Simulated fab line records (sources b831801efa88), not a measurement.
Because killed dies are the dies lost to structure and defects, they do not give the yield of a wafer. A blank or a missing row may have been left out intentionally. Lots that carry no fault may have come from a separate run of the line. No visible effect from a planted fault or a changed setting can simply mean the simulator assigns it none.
What tool caused it? | flow sky130 | 6 lots with 18 wafers sampled at 3 steps, on a route of 708 steps

== WHAT THE GAUGES READ, wafer by wafer ==
SKY_PASSIVATION_THK_MEAS_01.
lot  | measured     | on            | PASSIVATION_CVD_00_THK (nm)
L759 | day 44 02:41 | film-metro-01 | 90.9 90.5 91.3
L761 | day 44 12:33 | film-metro-02 | 89.0 89.8 89.0
L767 | day 46 10:51 | film-metro-04 | 91.9 91.4 91.7
L773 | day 48 02:26 | film-metro-01 | 89.1 88.9 91.0
L776 | day 48 05:10 | film-metro-04 | 89.2 90.1 90.6
L780 | day 49 05:28 | film-metro-01 | 90.1 90.5 91.7

== WHAT TOOL EACH LOT RAN ON (gives the tool, then ch and the chambers of the sampled wafers, and finally the start) ==
lot  | SKY_VIA4_STRIP_14               | SKY_METAL5_DESCUM_14
L759 | wet-bench-04 ch 3, day 43 01:20 | rie-metal-01 ch 0,1, day 44 01:38
L761 | wet-bench-02 ch 3, day 43 11:19 | rie-metal-02 ch 0,1, day 44 11:40
L767 | wet-bench-03 ch 2, day 45 12:08 | rie-metal-02 ch 0,1, day 46 09:58
L773 | wet-bench-04 ch 0, day 47 04:46 | rie-metal-01 ch 0,1, day 48 01:31
L776 | wet-bench-04 ch 3, day 47 08:02 | rie-metal-04 ch 0,1, day 48 04:17
L780 | wet-bench-02 ch 3, day 48 09:02 | rie-metal-04 ch 0,1, day 49 04:34
- SKY_VIA4_STRIP_14: strips in post etch residue remover, time 1200 s.
- SKY_METAL5_DESCUM_14: chemistry O2, time 11 s.

== THE ANSWER, worked out from the rows above alone ==
Rule: usual is defined by the lots themselves. The widest of any qualifying gaps counts: lots, ordered by their means at a reading, are off when they make up no more than a third of the lots, leave a main group of 4 or more, and stand apart from it by 3 or more times the standard deviation of that group's means. A main group whose means are all the same, to the digits that the tables above print for the reading, isn't used. Also off: a lot with no number at a reading for which 4 or more lots have one. Any other lot the step has rows for is counted as sound.
No lot is off on any of the readings shown, so nothing can be concluded from this.

== WHAT WAS PUT IN BY THE SIMULATOR ==
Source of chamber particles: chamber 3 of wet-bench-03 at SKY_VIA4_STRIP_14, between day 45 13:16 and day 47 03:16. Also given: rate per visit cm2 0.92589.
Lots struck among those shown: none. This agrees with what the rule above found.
